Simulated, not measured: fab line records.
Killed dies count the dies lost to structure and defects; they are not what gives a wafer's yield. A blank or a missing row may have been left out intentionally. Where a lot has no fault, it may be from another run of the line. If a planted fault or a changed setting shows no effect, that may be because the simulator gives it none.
fab line records ; flow sfq-line
[record] lots = 14; wafers = 42; last-day = 96
route steps=325 shown I1@74
lots with no fault: from the same line, run without faults
start-h: hours from the record's first day to the start of the lot's first wafer shown ; wait-h: time in hours since the lot's previous step ; " same as the row above ; L1.1+2: several wafers, shown together as one row ; - no value present, or no start provided ; * or withheld: withheld ; < > ~ a bound
route shown NAME@n: a module of which the file shows steps, and the number in the route of the first ; usual: mean/standard deviation taken from wafers without a fault ; same: alike in all rows ; chamber/n: place in a boat ; sites: the reading at each site ; _std_site: standard deviation of those values ; _edge_site: mean of outer sites minus mean of inner sites ; radius-mm: how far each site lies from the wafer's centre ; mask NAME#n: copy n ; behind: the tool/chamber that last shaped the wafer ; hold: why the lot went on hold/how many hours it stayed there/how the hold came to an end ; device: the n, p or np transistor that did not switch ; end of line: tests of these same wafers at the route's end ; where a step has no rows: the recipe by itself ; killed: at the first sort, the dies lost to defects and structure; wafer yield is something else ; map: a wafer's dies, x killed, . not, _ none there
set.NAME: the setting that was run; set.NAME@STEP: the one run at that earlier step ; model.NAME: the simulator's own value behind a step, which no gauge read
a sample of lots followed through the steps of the route, with each step as a table and each wafer as a row
services: a tool's chamber out of use, with start hour (start-h, from the record's first day; less than 0 if before it), hours out, and reason
[[steps]]
[step SFQ_TRILAYER_I1_CMP_CMP_046]
[recipe] material = SiO2; down-force-psi = 3; platen-rpm = 60; pad-velocity-m-s = 0.94248
[usual] motor-current-A = 10.1/1.1; time-to-endpoint-s = 213/6.9
lot.wafer;tool;chamber;start-h;wait-h;motor-current-A;time-to-endpoint-s
L358.1;cmp-02;2;558.01;1.5;11.8;204
L358.5;cmp-02;0;559.01;2.5;8.6;221
L358.6;cmp-02;1;559.01;2.5;12.0;209
L359.1;cmp-02;3;566.45;1.5;9.7;199
L359.6;cmp-02;0;566.45;1.5;8.2;216
L359.5;cmp-02;1;566.45;1.5;12.0;213
L361.1;cmp-01;1;599.02;0.4;10.0;214
L361.2;cmp-01;0;600.52;1.9;10.0;227
L361.5;cmp-01;1;600.52;1.9;9.7;218
L362.1;cmp-02;3;605.88;0.0;8.8;207
L362.4;cmp-02;0;605.88;0.0;8.8;215
L362.3;cmp-02;2;607.38;1.5;11.1;213
L364.3;cmp-02;1;634.28;0.0;11.6;205
L364.4;cmp-02;3;635.28;1.0;9.2;209
L364.6;cmp-02;2;636.78;2.5;11.4;204
L365.1;cmp-01;1;649.68;1.0;9.2;219
L365.6;cmp-01;3;650.68;2.0;9.4;221
L365.5;cmp-01;0;650.68;2.0;10.2;215
L366.4;cmp-01;1;658.57;1.3;9.6;215
L366.6;cmp-01;3;659.57;2.3;10.0;210
L366.5;cmp-01;0;659.57;2.3;9.5;213
L368.2;cmp-02;3;675.36;1.8;9.5;209
L368.6;cmp-02;3;677.36;3.8;9.1;213
L368.5;cmp-02;0;677.36;3.8;8.8;227
L369.1;cmp-02;3;682.57;0.7;9.1;208
L369.3;cmp-02;0;682.57;0.7;8.9;209
L369.4;cmp-02;1;682.57;0.7;11.5;211
L370.1;cmp-02;0;689.66;0.5;8.4;209
L370.4;cmp-02;1;689.66;0.5;11.9;214
L370.6;cmp-02;3;691.16;2.0;9.4;209
L371.1;cmp-02;2;701.28;0.0;10.9;218
L371.4;cmp-02;3;701.28;0.0;8.7;224
L371.2;cmp-02;0;701.28;0.0;8.8;226
L372.4;cmp-01;0;706.48;2.8;10.0;226
L372.6;cmp-01;2;707.48;3.8;10.3;219
L372.5;cmp-01;3;707.48;3.8;10.3;216
L373.4;cmp-02;0;707.28;2.4;9.1;222
L373.1;cmp-02;3;708.78;3.9;8.9;215
L373.5;cmp-02;1;709.78;4.9;11.5;222
L381.2;cmp-02;2;813.38;8.2;11.2;228
L381.6;cmp-02;3;813.38;8.2;9.0;222
L381.5;cmp-02;0;813.38;8.2;8.6;229
[step SFQ_I1_BOW_MEAS_912]
[recipe] mode = bow
[usual] I1_BOW = 1/8.4
lot.wafer;tool;chamber;start-h;wait-h;I1_BOW[um]
L358.1;film-metro-01;-;560.01;1.5;-4
L358.5;film-metro-01;-;560.01;1.5;2
L358.6;film-metro-01;-;560.01;1.5;-4
L359.1;film-metro-01;-;567.95;1.0;-4
L359.5;film-metro-01;-;567.95;1.0;1
L359.6;film-metro-01;-;567.95;1.0;-4
L361.1;film-metro-02;-;602.02;2.5;2
L361.2;film-metro-02;-;602.02;2.5;4
L361.5;film-metro-02;-;602.02;2.5;9
L362.1;film-metro-02;-;608.88;2.5;-1
L362.3;film-metro-02;-;608.88;2.5;-15
L362.4;film-metro-02;-;608.88;2.5;-2
L364.3;film-metro-03;-;637.32;2.5;-2
L364.4;film-metro-03;-;637.32;2.5;0
L364.6;film-metro-03;-;637.32;2.5;-3
L365.1;film-metro-02;-;651.68;1.5;11
L365.5;film-metro-02;-;651.68;1.5;2
L365.6;film-metro-02;-;651.68;1.5;1
L366.4;film-metro-01;-;660.63;1.6;0
L366.5;film-metro-01;-;660.63;1.6;7
L366.6;film-metro-01;-;660.63;1.6;6
L368.2;film-metro-03;-;678.38;2.5;5
L368.5;film-metro-03;-;678.38;2.5;16
L368.6;film-metro-03;-;678.38;2.5;10
L369.1;film-metro-02;-;685.57;2.5;6
L369.3;film-metro-02;-;685.57;2.5;-17
L369.4;film-metro-02;-;685.57;2.5;9
L370.1;film-metro-03;-;692.16;2.0;-1
L370.4;film-metro-03;-;692.16;2.0;-2
L370.6;film-metro-03;-;692.16;2.0;-12
L371.1;film-metro-03;-;704.28;2.5;16
L371.2;film-metro-03;-;704.28;2.5;17
L371.4;film-metro-03;-;704.28;2.5;2
L371.1;film-metro-03;-;705.60;1.3;-
L371.2;film-metro-03;-;705.60;1.3;-
L371.4;film-metro-03;-;705.60;1.3;-
L372.4;film-metro-03;-;708.54;1.6;-2
L372.5;film-metro-03;-;708.54;1.6;2
L372.6;film-metro-03;-;708.54;1.6;-2
L373.1;film-metro-03;-;710.28;1.0;3
L373.4;film-metro-03;-;710.28;1.0;-9
L373.5;film-metro-03;-;710.28;1.0;-6
L373.1;film-metro-03;-;711.60;1.3;-
L373.4;film-metro-03;-;711.60;1.3;-
L373.5;film-metro-03;-;711.60;1.3;-
L381.2;film-metro-01;-;814.90;1.0;-6
L381.5;film-metro-01;-;814.90;1.0;-12
L381.6;film-metro-01;-;814.90;1.0;3
[step SFQ_TRILAYER_I1_METRO_MEASURE_047]
[usual] thk-nm = 200.2/0.95
lot.wafer;tool;chamber;start-h;wait-h;thk-nm
L358.1;film-metro-01;-;560.13;0.1;199.6
L358.5;film-metro-01;-;560.13;0.1;200.5
L358.6;film-metro-01;-;560.13;0.1;199.1
L359.1;film-metro-01;-;568.07;0.1;198.3
L359.5;film-metro-01;-;568.07;0.1;198.6
L359.6;film-metro-01;-;568.07;0.1;200.3
L361.1;film-metro-02;-;602.14;0.1;199.7
L361.2;film-metro-02;-;602.14;0.1;198.9
L361.5;film-metro-02;-;602.14;0.1;199.2
L362.1;film-metro-02;-;609.00;0.1;199.4
L362.3;film-metro-02;-;609.00;0.1;199.1
L362.4;film-metro-02;-;609.00;0.1;199.8
L364.3;film-metro-03;-;637.80;0.5;200.4
L364.4;film-metro-03;-;637.80;0.5;201.1
L364.6;film-metro-03;-;637.80;0.5;200.9
L365.1;film-metro-02;-;651.80;0.1;201.5
L365.5;film-metro-02;-;651.80;0.1;201.6
L365.6;film-metro-02;-;651.80;0.1;201.5
L366.4;film-metro-01;-;661.29;0.6;200.6
L366.5;film-metro-01;-;661.29;0.6;202.0
L366.6;film-metro-01;-;661.29;0.6;200.1
L368.2;film-metro-03;-;678.68;0.3;199.3
L368.5;film-metro-03;-;678.68;0.3;201.3
L368.6;film-metro-03;-;678.68;0.3;199.9
L369.1;film-metro-02;-;685.69;0.1;200.8
L369.3;film-metro-02;-;685.69;0.1;199.8
L369.4;film-metro-02;-;685.69;0.1;199.4
L370.1;film-metro-03;-;692.28;0.1;200.3
L370.4;film-metro-03;-;692.28;0.1;199.4
L370.6;film-metro-03;-;692.28;0.1;200.7
L371.1;film-metro-03;-;706.75;1.1;184.5
L371.2;film-metro-03;-;706.75;1.1;185.3
L371.4;film-metro-03;-;706.75;1.1;183.8
L371.1;film-metro-03;-;708.12;1.2;184.5
L371.2;film-metro-03;-;708.12;1.2;185.4
L371.4;film-metro-03;-;708.12;1.2;183.6
L372.4;film-metro-03;-;709.20;0.6;200.2
L372.5;film-metro-03;-;709.20;0.6;198.6
L372.6;film-metro-03;-;709.20;0.6;200.3
L373.1;film-metro-03;-;714.72;3.1;186.3
L373.4;film-metro-03;-;714.72;3.1;186.1
L373.5;film-metro-03;-;714.72;3.1;184.8
L373.1;film-metro-03;-;716.09;1.2;186.2
L373.4;film-metro-03;-;716.09;1.2;186.0
L373.5;film-metro-03;-;716.09;1.2;184.6
L381.2;film-metro-01;-;815.20;0.3;201.0
L381.5;film-metro-01;-;815.20;0.3;201.2
L381.6;film-metro-01;-;815.20;0.3;200.1
[step SFQ_TRILAYER_I1_VIA_ETCH_VIA_ETCH_052]
[recipe] target = SiO2; stop-on = Nb; mask-material = PR; taper-deg = 20; chemistry = CHF3; target-depth-nm = 260; source-w = 500; bias-w = 80; pressure-mtorr = 30; time-s = withheld
[usual] drypump-motor-current-A = 6.0/0.35; oes-product-au = 0.855/0.0055
lot.wafer;tool;chamber;start-h;wait-h;drypump-motor-current-A;oes-product-au
L358.1;rie-diel-01;2;719.61;0.0;6.1;0.861
L358.5;rie-diel-01;0;719.61;0.0;5.5;0.857
L358.6;rie-diel-01;1;719.61;0.0;6.0;0.851
L359.1;rie-diel-03;0;728.01;0.0;6.4;0.850
L359.5;rie-diel-03;1;728.01;0.0;5.5;0.853
L359.6;rie-diel-03;0;728.01;0.0;6.4;0.855
L361.1;rie-diel-01;1;758.61;0.0;5.9;0.855
L361.2;rie-diel-01;0;758.61;0.0;5.4;0.840
L361.5;rie-diel-01;0;758.61;0.0;5.4;0.853
L362.1;rie-diel-02;0;765.81;0.0;6.1;0.862
L362.3;rie-diel-02;1;765.81;0.0;5.7;0.861
L362.4;rie-diel-02;2;765.81;0.0;6.3;0.853
L364.3;rie-diel-02;0;800.64;0.0;6.1;0.863
L364.4;rie-diel-02;3;800.64;0.0;6.4;0.867
L364.6;rie-diel-02;2;800.64;0.0;6.2;0.857
L365.1;rie-diel-02;3;815.04;0.0;6.4;0.856
L365.5;rie-diel-02;0;815.04;0.0;6.1;0.862
L365.6;rie-diel-02;1;815.04;0.0;5.7;0.858
L366.4;rie-diel-03;2;818.64;0.0;6.5;0.856
L366.5;rie-diel-03;0;818.64;0.0;6.4;0.857
L366.6;rie-diel-03;1;818.64;0.0;5.5;0.854
L368.2;rie-diel-01;1;833.04;0.0;6.0;0.836
L368.5;rie-diel-01;2;833.04;0.0;6.2;0.848
L368.6;rie-diel-01;1;833.04;0.0;5.9;0.856
L369.1;rie-diel-02;1;840.12;0.0;5.7;0.859
L369.3;rie-diel-02;0;840.12;0.0;6.1;0.855
L369.4;rie-diel-02;0;840.12;0.0;6.1;0.859
L370.1;rie-diel-02;1;851.35;0.0;5.7;0.868
L370.4;rie-diel-02;3;851.35;0.0;6.4;0.860
L370.6;rie-diel-02;1;851.35;0.0;5.7;0.859
L371.1;rie-diel-02;1;858.55;0.0;5.7;0.823
L371.2;rie-diel-02;0;858.55;0.0;6.1;0.826
L371.4;rie-diel-02;2;858.55;0.0;6.3;0.817
L372.4;rie-diel-03;1;862.15;0.0;5.5;0.861
L372.5;rie-diel-03;1;862.15;0.0;5.5;0.848
L372.6;rie-diel-03;0;862.15;0.0;6.4;0.856
L373.1;rie-diel-02;3;864.55;0.0;6.4;0.824
L373.4;rie-diel-02;1;864.55;0.0;5.7;0.817
L373.5;rie-diel-02;1;864.55;0.0;5.7;0.815
L381.2;rie-diel-03;0;949.06;0.0;6.4;0.851
L381.5;rie-diel-03;2;949.06;0.0;6.5;0.861
L381.6;rie-diel-03;3;949.06;0.0;6.2;0.852
[[services]]
tool;chamber;start-h;hours;kind
cmp-02;-;538.24;6.2;repair
cmp-02;-;542.49;11.5;repair
film-metro-03;-;556.14;0.7;pm
cmp-02;-;575.15;4.0;pm
rie-diel-02;-;596.19;4.1;repair
film-metro-03;-;604.55;0.9;pm
cmp-02;-;632.84;0.8;repair
film-metro-03;-;649.24;0.5;pm
cmp-02;-;658.15;2.6;repair
cmp-02;-;660.71;6.4;pm
rie-diel-02;3;679.75;4.4;repair
cmp-02;-;687.85;1.1;repair
cmp-02;-;719.28;7.9;pm
rie-diel-02;0;736.79;8.1;repair
cmp-02;-;800.58;0.4;repair
film-metro-03;-;801.20;0.9;pm
cmp-02;-;831.89;2.2;repair
cmp-02;-;833.00;0.5;repair
film-metro-03;-;849.22;5.4;repair
film-metro-03;-;854.65;0.5;pm
film-metro-03;-;862.24;1.0;repair
film-metro-03;-;894.24;1.1;pm
cmp-02;-;918.09;4.0;pm
film-metro-03;-;922.64;4.1;repair
[[key]]
[first-sign] step = SFQ_I1_BOW_MEAS_912; reading = visit; direction = added
[effect] step = SFQ_TRILAYER_I1_METRO_MEASURE_047; reading = visit; direction = added
[effect] step = SFQ_TRILAYER_I1_METRO_MEASURE_047; reading = thk-nm; direction = down; sigmas = 16; usual = 200.2; struck = 185.1
[effect] step = SFQ_TRILAYER_I1_VIA_ETCH_VIA_ETCH_052; reading = oes-product-au; direction = down; sigmas = 6.3; usual = 0.855; struck = 0.820
met-at SFQ_TRILAYER_I1_CMP_CMP_046
struck-lots L371,L373
onset-between 689.66 701.28
[fault] kind = process-parameter-drift; tool = cmp-02; chamber = -; onset-h = 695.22; steps = SFQ_TRILAYER_I1_CMP_CMP_046; channel = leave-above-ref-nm; offset = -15; shape = step; end-h = 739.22; acts-in = these-recipes-only; stated = 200
